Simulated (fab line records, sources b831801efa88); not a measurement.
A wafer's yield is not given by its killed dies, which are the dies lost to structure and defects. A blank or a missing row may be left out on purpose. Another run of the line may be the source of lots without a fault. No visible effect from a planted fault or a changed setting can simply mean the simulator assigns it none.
fab line records ; flow sky130
[record] lots = 5; wafers = 15; last_day = 50
route steps=708 shown POLY_CUT@318 SD_P@320 RES_XHIGH@332 SD_N@342
lots with no fault: from the same line, run without faults
start_h: hours from the record's opening day to when the first of the lot's shown wafers began ; wait_h: how many hours have passed since the lot's step before this one ; " the same as in the row above ; L1.1+2: several wafers, shown together as one row ; - no value, or no start given ; * or withheld: withheld ; < > ~ a bound
route shown NAME@n: a module of which the file shows steps, and the number in the route of the first ; usual: the fault-free wafers' mean and standard deviation ; same: alike in all rows ; chamber/n: place in a boat ; sites: each site's reading ; _std_site: their standard deviation ; _edge_site: inner sites' mean taken away from outer sites' mean ; radius_mm: how far each site lies from the wafer's centre ; mask NAME#n: copy n ; behind: the most recent tool/chamber to have shaped the wafer ; hold: why the lot was held/for how many hours/how that ended ; device: whichever transistor did not switch (one of n, p or np) ; end of line: tests of these same wafers at the route's end ; a step without rows: its recipe alone ; killed: the dies lost at the first sort to structure and to defects; this is not the yield of the wafer ; map: shows each die of a wafer: x if killed, . if not, _ if none is there
set.NAME: the run value of the setting; set.NAME@STEP: its run value at that earlier step ; model.NAME: the simulator's own value behind a step, which no gauge read
lots seen at some steps along the route; tables by step, rows by wafer
services: from which hour (start_h, from the record's first day; less than 0 if before it) a tool's chamber was out of use, for how many hours, and why
[[steps]]
[step SKY_POLY_CUT_ETCH_11]
[recipe] target = Si3N4; chemistry = CF4/CH2F2/Ar; stop_on = poly-Si; source_w = 600; bias_w = 150; pressure_mtorr = 40; cf4_flow_sccm = 40; ch2f2_flow_sccm = 20; Ar_flow_sccm = 150; time_s = 42.5; target_depth_a = 600
[usual] drypump_motor_current_A = 5.6/0.57; mfc_ar_sccm = 150.0/0.44; oes_product_au = 0.828/0.0056; throttle_valve_pct = 14.994/0.0091
lot.wafer;tool;chamber;start_h;wait_h;drypump_motor_current_A;mfc_ar_sccm;oes_product_au;rf_hours_counter_h;throttle_valve_pct
L263.3;rie_diel-01;0;573.59;0.0;5.8;149.9;0.830;58;15.002
L263.4;rie_diel-01;2;573.59;0.0;5.2;149.8;0.829;0;15.004
L263.6;rie_diel-01;0;573.59;0.0;5.8;150.5;0.826;-;14.995
L270.1;rie_diel-03;0;644.92;0.0;5.0;150.8;0.832;5;14.983
L270.4;rie_diel-03;1;644.92;0.0;5.7;149.6;0.830;1;14.998
L270.6;rie_diel-03;0;644.92;0.0;5.0;150.5;0.828;-;14.994
L272.1;rie_diel-01;2;653.52;0.0;5.2;149.7;0.831;2;15.004
L272.2;rie_diel-01;1;653.52;0.0;5.1;150.3;0.832;4;15.009
L272.4;rie_diel-01;3;653.52;0.0;6.7;149.8;0.829;10;15.002
L281.1;rie_diel-02;0;723.89;0.0;5.1;149.4;0.832;2;15.000
L281.3;rie_diel-02;2;723.89;0.0;5.4;149.7;0.816;3;14.999
L281.5;rie_diel-02;3;723.89;0.0;4.9;149.6;0.829;-;14.997
L284.1;rie_diel-03;2;749.26;0.0;5.7;149.5;0.821;15;14.996
L284.2;rie_diel-03;1;749.26;0.0;5.6;150.1;0.822;3;14.997
L284.5;rie_diel-03;1;749.26;0.0;5.6;150.0;0.814;-;14.987
[step SKY_POLY_CUT_STRIP_12]
[recipe] chemistry = O2/N2; power_w = 1400; pressure_mtorr = 1500; platen_temp_c = withheld; o2_flow_sccm = 3000; n2_flow_sccm = 300; overash_fraction = 0.5
[usual] drypump_motor_current_A = 5.7/0.45; oes_product_au = 0.453/0.0049; strip_time_to_endpoint_s = 5.363/0.017
lot.wafer;tool;chamber;start_h;wait_h;drypump_motor_current_A;oes_product_au;rf_hours_counter_h;strip_time_to_endpoint_s
L263.3;plasma_asher-03;1;573.66;0.1;5.8;0.446;-;5.364
L263.4;plasma_asher-03;0;573.66;0.1;6.7;0.451;-;5.363
L263.6;plasma_asher-03;0;573.66;0.1;6.7;0.448;-;5.375
L270.1;plasma_asher-04;0;644.96;0.0;5.3;0.450;81;5.349
L270.4;plasma_asher-04;1;644.96;0.0;5.9;0.452;-;5.365
L270.6;plasma_asher-04;0;644.96;0.0;5.4;0.447;-;5.361
L272.1;plasma_asher-02;0;653.56;0.0;5.2;0.455;96;5.386
L272.2;plasma_asher-02;1;653.56;0.0;5.9;0.449;96;5.350
L272.4;plasma_asher-02;1;653.56;0.0;5.9;0.455;-;5.373
L281.1;plasma_asher-04;0;723.93;0.0;5.3;0.455;89;5.374
L281.3;plasma_asher-04;0;723.93;0.0;5.3;0.453;-;5.366
L281.5;plasma_asher-04;1;723.93;0.0;5.9;0.455;-;5.373
L284.1;plasma_asher-02;0;749.30;0.0;5.2;0.449;0;5.354
L284.2;plasma_asher-02;1;749.30;0.0;5.9;0.456;0;5.365
L284.5;plasma_asher-02;0;749.30;0.0;5.2;0.457;-;5.350
[step SKY_SD_P_DEHYDRATE_00]
[recipe] temp_c = 200; time_s = 60
[step SKY_SD_P_HMDS_01]
[recipe] prime_time_s = 60; prime_temp_c = 120
[step SKY_SD_P_COAT_02]
[recipe] resist = NOVOLAK; spin_rpm = 3000; resist_thk_nm = 1140
[step SKY_SD_P_SOFTBAKE_03]
[recipe] temp_c = 90; time_s = 60; resist = NOVOLAK
[step SKY_SD_P_EXPOSE_04]
[recipe] mask_id = PSDM; na = 0.6; source_shape = conventional; sigma_outer = 0.6; polarization = unpolarized; target_cd_nm = 380; dose_mj = 138
[step SKY_SD_P_PEB_05]
[recipe] temp_c = withheld; time_s = *; resist = NOVOLAK
[step SKY_SD_P_DEVELOP_06]
[recipe] resist = NOVOLAK; developer = TMAH; develop_time_s = 60; dev_temp_c = 23
[step SKY_SD_P_CD_MEAS_07]
[recipe] target_cd_nm = 380
[usual] cd_nm = 380.0/2.6
lot.wafer;tool;chamber;start_h;wait_h;cd_nm
L263.3;cd_sem-02;-;602.31;0.1;377.8
L263.4;cd_sem-02;-;602.31;0.1;376.8
L263.6;cd_sem-02;-;602.31;0.1;375.3
L270.1;cd_sem-01;-;673.36;0.1;378.0
L270.4;cd_sem-01;-;673.36;0.1;376.8
L270.6;cd_sem-01;-;673.36;0.1;376.7
L272.1;cd_sem-01;-;681.81;0.1;380.9
L272.2;cd_sem-01;-;681.81;0.1;381.0
L272.4;cd_sem-01;-;681.81;0.1;380.1
L281.1;cd_sem-01;-;751.69;0.1;379.9
L281.3;cd_sem-01;-;751.69;0.1;376.9
L281.5;cd_sem-01;-;751.69;0.1;379.5
L284.1;cd_sem-01;-;775.91;0.1;381.6
L284.2;cd_sem-01;-;775.91;0.1;384.0
L284.5;cd_sem-01;-;775.91;0.1;380.1
[step SKY_SD_P_OVL_MEAS_08]
[usual] SD_P_OVL = -0.7/1.2
lot.wafer;tool;chamber;start_h;wait_h;SD_P_OVL[nm]
L263.3;overlay-01;-;602.40;0.1;0.7
L263.4;overlay-01;-;602.40;0.1;2.7
L263.6;overlay-01;-;602.40;0.1;1.7
L270.1;overlay-01;-;673.48;0.1;0.3
L270.4;overlay-01;-;673.48;0.1;0.9
L270.6;overlay-01;-;673.48;0.1;-0.6
L272.1;overlay-01;-;681.93;0.1;1.9
L272.2;overlay-01;-;681.93;0.1;1.0
L272.4;overlay-01;-;681.93;0.1;-0.9
L281.1;overlay-01;-;751.81;0.1;-1.4
L281.3;overlay-01;-;751.81;0.1;-1.8
L281.5;overlay-01;-;751.81;0.1;-1.1
L284.1;overlay-01;-;776.03;0.1;-0.7
L284.2;overlay-01;-;776.03;0.1;-1.1
L284.5;overlay-01;-;776.03;0.1;0.4
[step SKY_SD_P_IMPLANT_09]
[recipe] species = BF2; energy_kev = 20; dose_cm2 = 2.98e+15; tilt_deg = 0
[step SKY_SD_P_STRIP_10]
[recipe] chemistry = O2/N2; power_w = 1400; pressure_mtorr = 1500; platen_temp_c = withheld; o2_flow_sccm = 3000; n2_flow_sccm = 300; overash_fraction = 0.5
[usual] drypump_motor_current_A = 5.8/0.5; oes_product_au = 0.618/0.0048; strip_time_to_endpoint_s = 17.49/0.044
lot.wafer;tool;chamber;start_h;wait_h;drypump_motor_current_A;oes_product_au;rf_hours_counter_h;strip_time_to_endpoint_s;model.NOVOLAK_of_SD_P_COAT_02.thk_nm
L263.3;plasma_asher-02;1;602.61;0.1;5.9;0.610;-;17.48;0
L263.4;plasma_asher-02;0;602.61;0.1;5.2;0.616;-;17.46;0
L263.6;plasma_asher-02;1;602.61;0.1;5.9;0.614;-;17.50;0
L270.1;plasma_asher-03;0;673.67;0.1;6.8;0.749;24;-;297.1
L270.4;plasma_asher-03;0;673.67;0.1;6.7;0.742;-;-;297.5
L270.6;plasma_asher-03;1;673.67;0.1;5.8;0.750;-;-;298.5
L272.1;plasma_asher-02;0;682.18;0.1;5.2;0.619;99;17.46;0
L272.2;plasma_asher-02;1;682.18;0.1;5.9;0.620;99;17.44;0
L272.4;plasma_asher-02;0;682.18;0.1;5.2;0.625;-;17.42;0
L281.1;plasma_asher-03;0;752.00;0.1;6.8;0.614;32;17.48;0
L281.3;plasma_asher-03;1;752.00;0.1;5.8;0.616;-;17.50;0
L281.5;plasma_asher-03;0;752.00;0.1;6.8;0.610;-;17.50;0
L284.1;plasma_asher-03;1;776.22;0.1;5.8;0.617;34;17.47;0
L284.2;plasma_asher-03;0;776.22;0.1;6.8;0.618;34;17.46;0
L284.5;plasma_asher-03;1;776.22;0.1;5.8;0.622;-;17.49;0
[step SKY_SD_P_TW_MEAS_11]
[usual] SD_P_TW = 2831/13
lot.wafer;tool;chamber;start_h;wait_h;SD_P_TW
L263.3;film_metro-04;-;602.70;0.1;2831
L263.4;film_metro-04;-;602.70;0.1;2837
L263.6;film_metro-04;-;602.70;0.1;2820
L270.1;film_metro-03;-;673.77;0.1;2815
L270.4;film_metro-03;-;673.77;0.1;2813
L270.6;film_metro-03;-;673.77;0.1;2818
L272.1;film_metro-03;-;682.28;0.1;2833
L272.2;film_metro-03;-;682.28;0.1;2821
L272.4;film_metro-03;-;682.28;0.1;2821
L281.1;film_metro-03;-;752.10;0.1;2814
L281.3;film_metro-03;-;752.10;0.1;2838
L281.5;film_metro-03;-;752.10;0.1;2830
L284.1;film_metro-01;-;776.33;0.1;2845
L284.2;film_metro-01;-;776.33;0.1;2837
L284.5;film_metro-01;-;776.33;0.1;2841
[step SKY_RES_XHIGH_DEHYDRATE_00]
[recipe] temp_c = 200; time_s = 60
[step SKY_RES_XHIGH_HMDS_01]
[recipe] prime_time_s = 60; prime_temp_c = 120
[step SKY_RES_XHIGH_COAT_02]
[recipe] resist = NOVOLAK; spin_rpm = 3000; resist_thk_nm = 1140
[step SKY_RES_XHIGH_SOFTBAKE_03]
[recipe] temp_c = 90; time_s = 60; resist = NOVOLAK
[step SKY_RES_XHIGH_EXPOSE_04]
[recipe] mask_id = URPM; na = 0.6; source_shape = conventional; sigma_outer = 0.6; polarization = unpolarized; target_cd_nm = 1270; dose_mj = 140
[step SKY_RES_XHIGH_PEB_05]
[recipe] temp_c = withheld; time_s = *; resist = NOVOLAK
[step SKY_RES_XHIGH_DEVELOP_06]
[recipe] resist = NOVOLAK; developer = TMAH; develop_time_s = 60; dev_temp_c = 23
[step SKY_RES_XHIGH_IMPLANT_07]
[recipe] species = BF2; energy_kev = 20; dose_cm2 = 3.6e+14; tilt_deg = 0
[step SKY_RES_XHIGH_STRIP_08]
[recipe] chemistry = O2/N2; power_w = 1400; pressure_mtorr = 1500; platen_temp_c = withheld; o2_flow_sccm = 3000; n2_flow_sccm = 300; overash_fraction = 0.5
[usual] drypump_motor_current_A = 5.60/0.28; oes_product_au = 0.711/0.0045; strip_time_to_endpoint_s = 14.27/0.039
lot.wafer;tool;chamber;start_h;wait_h;drypump_motor_current_A;oes_product_au;rf_hours_counter_h;strip_time_to_endpoint_s
L263.3;plasma_asher-01;1;631.05;0.1;5.74;0.704;-;14.36
L263.4;plasma_asher-01;0;631.05;0.1;5.49;0.708;-;14.37
L263.6;plasma_asher-01;1;631.05;0.1;5.75;0.711;-;14.35
L270.1;plasma_asher-04;0;702.34;0.1;5.34;0.714;87;18.80
L270.4;plasma_asher-04;0;702.34;0.1;5.33;0.724;-;18.80
L270.6;plasma_asher-04;1;702.34;0.1;5.84;0.714;-;18.83
L272.1;plasma_asher-02;0;710.52;0.1;5.20;0.710;102;14.31
L272.2;plasma_asher-02;1;710.52;0.1;5.92;0.709;102;14.33
L272.4;plasma_asher-02;0;710.52;0.1;5.21;0.701;-;14.31
L281.1;plasma_asher-04;0;778.83;0.1;5.36;0.708;95;14.27
L281.3;plasma_asher-04;1;778.83;0.1;5.87;0.714;-;14.29
L281.5;plasma_asher-04;1;778.83;0.1;5.87;0.715;-;14.27
L284.1;plasma_asher-04;1;803.23;0.1;5.89;0.707;97;14.24
L284.2;plasma_asher-04;0;803.23;0.1;5.36;0.709;97;14.24
L284.5;plasma_asher-04;1;803.23;0.1;5.89;0.705;-;14.28
[step SKY_RES_XHIGH_TW_MEAS_09]
[usual] RES_XHIGH_TW = 1643/6.5
lot.wafer;tool;chamber;start_h;wait_h;RES_XHIGH_TW
L263.3;film_metro-04;-;631.14;0.1;1644
L263.4;film_metro-04;-;631.14;0.1;1649
L263.6;film_metro-04;-;631.14;0.1;1644
L270.1;film_metro-04;-;702.44;0.1;30
L270.4;film_metro-04;-;702.44;0.1;30
L270.6;film_metro-04;-;702.44;0.1;30
L272.1;film_metro-04;-;710.62;0.1;1650
L272.2;film_metro-04;-;710.62;0.1;1654
L272.4;film_metro-04;-;710.62;0.1;1655
L281.1;film_metro-04;-;778.93;0.1;1648
L281.3;film_metro-04;-;778.93;0.1;1638
L281.5;film_metro-04;-;778.93;0.1;1636
L284.1;film_metro-03;-;803.33;0.1;1644
L284.2;film_metro-03;-;803.33;0.1;1639
L284.5;film_metro-03;-;803.33;0.1;1633
[step SKY_SD_N_DEHYDRATE_00]
[recipe] temp_c = 200; time_s = 60
[[services]]
tool;chamber;start_h;hours;kind
rie_diel-03;1;551.48;1.3;repair
rie_diel-02;3;582.85;5.9;repair
rie_diel-01;3;583.31;13.7;repair
plasma_asher-02;-;606.63;0.4;repair
rie_diel-01;1;621.19;5.8;repair
plasma_asher-01;-;631.41;4.5;repair
rie_diel-01;2;647.14;3.7;repair
rie_diel-03;2;654.24;5.6;repair
rie_diel-03;0;654.37;2.8;repair
plasma_asher-02;-;678.21;2.9;repair
rie_diel-02;2;687.55;23.4;repair
rie_diel-02;0;711.32;6.5;repair
plasma_asher-02;-;733.75;9.0;pm
plasma_asher-02;0;733.75;9.0;vent_cycle
plasma_asher-02;1;733.75;9.0;vent_cycle
plasma_asher-03;-;741.45;3.0;repair
rie_diel-03;-;756.51;0.4;repair
rie_diel-02;-;762.29;1.6;repair
rie_diel-03;-;769.83;2.8;pm
rie_diel-02;-;775.32;0.4;repair
plasma_asher-02;-;775.72;0.8;repair
rie_diel-03;-;779.64;2.6;repair
rie_diel-03;3;786.93;6.1;repair
plasma_asher-01;-;801.73;1.7;repair
[[key]]
[first_sign] step = SKY_SD_P_STRIP_10; reading = oes_product_au; direction = up; sigmas = 27; usual = 0.618; struck = 0.747
[effect] step = SKY_RES_XHIGH_STRIP_08; reading = strip_time_to_endpoint_s; direction = up; sigmas = 99+; usual = *; struck = *
[effect] step = SKY_RES_XHIGH_TW_MEAS_09; reading = RES_XHIGH_TW; direction = down; sigmas = 99+; usual = 1643; struck = 30
[model_effect] step = SKY_SD_P_STRIP_10; value = NOVOLAK_of_SD_P_COAT_02.thk_nm; without = 0; struck = 297.7
[model_effect] step = SKY_PAD_OPEN_PROBE_99; value = etest.res_xhigh_po.open; without = 0; struck = 1
met_at SKY_SD_P_STRIP_10
struck_wafers L270.1,L270.4,L270.6
sort_left_out L270.1,L270.4,L270.6
tester_left_out L270
[fault] kind = strip_aborted; tool = plasma_asher-03; chamber = -; onset_h = 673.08; steps = SKY_SD_P_STRIP_10; offset = 0.5064; end_h = 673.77
// tester_left_out: of these lots the tester's yield and bins aren't shown, on N5 and GAA mostly nor the transistor test; their killed dies are dies lost to structure and defects alone, not to doping, threshold or leakage, so they don't give the yield
// sort_left_out: the simulated sort isn't trusted on such a fault, so these wafers' sort isn't shown, and their yield isn't known
